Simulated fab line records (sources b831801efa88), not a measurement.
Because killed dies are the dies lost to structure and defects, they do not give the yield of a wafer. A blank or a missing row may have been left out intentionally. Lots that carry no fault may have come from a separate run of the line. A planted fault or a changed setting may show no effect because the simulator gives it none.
Struck lot and sound lot, side by side	flow sky130	34 out of 708 route steps
Sound: the wafers L109.2, L109.5, L109.6. The struck wafers were L127.2, L127.4, L127.5. The cause is named last.
Per side, at each step with rows, come the tool, then ch with its chambers, and then its first start. Under that, the readings that differ: sound wafers	struck wafers	difference of the means	sigmas: that difference in standard deviations of wafers without a fault.
alike: a reading whose means differ by less than 2 such deviations, as well as words and numbers matching on both sides. not compared: withheld readings; readings where some wafer has no value; bounds like >300 that might hide an equal value; numbers whose values overlap and for which the record gives no deviation.
The two part at a step that has a row with sigmas, a row that says differs or no value, or rows on one side only. When numbers do not overlap yet have no deviation, they are printed without sigmas and do not part them. Lack of a reading on every wafer of one side parts them only where that side has two or more wafers.

SKY_FIELD_ISO_BOW_MEAS_00:
  struck on film_metro-03, day 5 14:01; sound on film_metro-02, day 1 20:01
  alike: INCOMING_BOW
then, 1 step without rows for these wafers: SKY_FIELD_ISO_OXIDATION_01 (stabilise 600 s, purge 300 s, target thk 12 nm).
SKY_FIELD_ISO_THK_MEAS_02:
  struck on film_metro-03, day 5 16:35; sound on film_metro-04, day 1 21:38
  alike: FIELD_ISO_OXIDATION_00_THK
SKY_FIELD_ISO_CVD_03: deposits Si3N4 from DCS/NH3, target thk 165 nm, time 2830 s.
  sound on lpcvd-02 ch 0, day 1 23:58; struck on lpcvd-02 ch 1, day 5 16:38
SKY_FIELD_ISO_THK_MEAS_04:
  struck on film_metro-02, day 5 18:26; sound on film_metro-04, day 2 01:45
  alike: FIELD_ISO_CVD_03_THK
then, 8 steps without rows for these wafers: SKY_FIELD_ISO_DEHYDRATE_05 (time 60 s); SKY_FIELD_ISO_HMDS_06 (prime time 60 s); SKY_FIELD_ISO_COAT_07 (resist thk 60 nm); SKY_FIELD_ISO_COAT_08 (resist thk 450 nm); SKY_FIELD_ISO_SOFTBAKE_09 (time 90 s); SKY_FIELD_ISO_EXPOSE_10 (exposes mask FOM, target cd 150 nm); SKY_FIELD_ISO_PEB_11; SKY_FIELD_ISO_DEVELOP_12 (develop time 60 s).
SKY_FIELD_ISO_CD_MEAS_13: the cd target is 150 nm.
  struck on cd_sem-01, day 6 13:08; sound on cd_sem-02, day 2 16:29
  alike: cd_nm
SKY_FIELD_ISO_ETCH_14: etches BARC in N2/H2, stops on SiO2, time 45.9 s, target depth 60 nm.
  sound on rie_diel-02 ch 1,2, day 2 16:35; struck on rie_diel-03 ch 1,2,3, day 6 13:14
  alike: drypump_motor_current_A, oes_product_au, throttle_valve_pct
  not compared: rf_hours_counter_h
SKY_FIELD_ISO_ETCH_15: etches the open film in CHF3/O2, stops on Si, target depth 180 nm, time 72 s.
  sound on rie_diel-02 ch 1,2, day 2 16:38; struck on rie_diel-03 ch 1,2,3, day 6 13:16
  alike: drypump_motor_current_A, oes_product_au, throttle_valve_pct
  not compared: rf_hours_counter_h
SKY_FIELD_ISO_STRIP_16: strips in O2/N2.
  sound on plasma_asher-01 ch 0,1, day 2 16:41; struck on plasma_asher-02 ch 0,1, day 6 13:20
reading	sound	struck	difference	sigmas
drypump_motor_current_A (A)	5.85 5.86 6.04	5.31 5.35 5.31	-0.59	-2
  alike: oes_product_au, strip_time_to_endpoint_s
  not compared: rf_hours_counter_h
SKY_FIELD_ISO_ETCH_17: etches Si in HBr/Cl2/O2, target depth 342 nm, time 97.7 s.
  sound on rie_si-02 ch 0,2,3, day 2 16:47; struck on rie_si-02 ch 0,2, day 6 13:26
  alike: drypump_motor_current_A, oes_product_au, throttle_valve_pct
  not compared: rf_hours_counter_h
then, 5 steps without rows for these wafers: SKY_FIELD_ISO_WET_ETCH_18 (etches Si3N4 in H3PO4, target depth 25 nm, time 286 s); SKY_FIELD_ISO_CLEAN_19 (cleans in SC1/SC2, time 150 s); SKY_FIELD_ISO_CLEAN_20 (cleans in dHF, time 20 s); SKY_FIELD_ISO_WET_ETCH_21 (etches SiO2 in dHF, target depth 20 nm, time 400 s); SKY_FIELD_ISO_OXIDATION_22 (stabilise 600 s, purge 300 s, target thk 10 nm).
SKY_FIELD_ISO_THK_MEAS_23:
  struck on film_metro-02, day 6 14:57; sound on film_metro-03, day 2 20:55
  alike: FIELD_ISO_OXIDATION_01_THK
then, 1 step without rows for these wafers: SKY_FIELD_ISO_CVD_24 (deposits SiO2, target thk 595 nm, time 99.2 s).
SKY_FIELD_ISO_THK_MEAS_25:
  struck on film_metro-02, day 6 15:05; sound on film_metro-02, day 2 21:05
  alike: FIELD_ISO_CVD_24_THK
then, 1 step without rows for these wafers: SKY_FIELD_ISO_ANNEAL_26 (time 1800 s).
SKY_FIELD_ISO_CMP_27: polishes, stops on Si3N4, t overpolish 16 s, target thk 457.8 nm.
  sound on cmp-02 ch 0,2,3, day 2 23:40; struck on cmp-01 ch 0,1,2, day 6 16:52
  alike: motor_current_A, overpolish_run_s, time_to_endpoint_s
then, 5 steps without rows for these wafers: SKY_FIELD_ISO_WET_ETCH_28 (etches SiO2 in dHF, target depth 23.7 nm, time 47 s); SKY_FIELD_ISO_WET_ETCH_29 (etches Si3N4 in H3PO4, target depth 160 nm, time 1825 s); SKY_FIELD_ISO_WET_ETCH_30 (etches SiO2 in dHF, target depth 25 nm, time 50 s); SKY_NWELL_CLEAN_00 (cleans in SC1/SC2, time 150 s); SKY_NWELL_OXIDATION_01 (stabilise 600 s, purge 300 s, target thk 10 nm).
-- the record jumps here: 44 days lie between the struck wafers' starts before and after (it left off in module NWELL and takes up again in module PAD_OPEN, whose first step shown is number 708 of the route) --
SKY_PAD_OPEN_PROBE_99:
  only the struck wafers here have rows in the record (prober-02, day 50 12:21); the sound ones have none

== WHERE THEY PART ==
At SKY_FIELD_ISO_STRIP_16 first; at SKY_PAD_OPEN_PROBE_99 last (within this record only).

WHY: what had been put in by the simulator
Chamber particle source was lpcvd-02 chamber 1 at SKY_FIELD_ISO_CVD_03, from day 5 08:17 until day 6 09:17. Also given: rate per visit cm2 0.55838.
